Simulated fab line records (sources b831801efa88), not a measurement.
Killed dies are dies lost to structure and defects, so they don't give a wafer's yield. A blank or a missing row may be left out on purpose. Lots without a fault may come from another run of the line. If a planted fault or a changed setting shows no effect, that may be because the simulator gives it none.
Matching of chambers	flow sky130	4 sister chambers for SKY_VIA4_ETCH_12 on rie-diel-01
The step etches SiO2 in C4F8/O2/Ar, stops on TiN, target depth 580 nm. 4 wafers are shown with their chamber, then 7 later ones without.

== WAFERS PAIRED WITH THEIR CHAMBERS ==
wafer	chamber	oes-product-au (a.u.)
L812.1	2	0.930
L814.1	1	0.922
L814.5	0	0.924
L820.5	3	0.930

== WAFERS WHOSE CHAMBER IS MISSING ==
wafer	oes-product-au (a.u.)
L820.6	0.928
L823.3	0.926
L823.4	0.928
L823.6	0.920
L827.1	0.931
L827.2	0.921
L827.4	0.933

== CHAMBER TAKEN BY EACH ==
wafer	from the rows above	in truth
L820.6	can't be placed: 2 or 3 or 0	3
L823.3	can't be placed: 0 or 1 or 2 or 3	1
L823.4	can't be placed: 2 or 3 or 0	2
L823.6	can't be placed: 1 or 0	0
L827.1	can't be placed: 2 or 3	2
L827.2	can't be placed: 1 or 0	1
L827.4	can't be placed: 2 or 3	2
Correct placement for 0 of the 7. Can't be placed from these rows: 7 (the true chamber is among the candidates in 7). Number placed wrongly: 0.
How it was worked out, from the rows above alone: a wafer's distance from a chamber is the root of the sum, over the readings, of the square of ((its reading less the chamber's mean) divided by the reading's scatter). If the next closest chamber is less than 2 further off than the closest, the wafer can't be placed; otherwise it belongs to the closest. For every chamber, the mean is computed from those of its wafers that are shown. The scatter: with one shown wafer a chamber, the root of the mean of the squares of how far each hidden wafer lies from its nearest shown one.
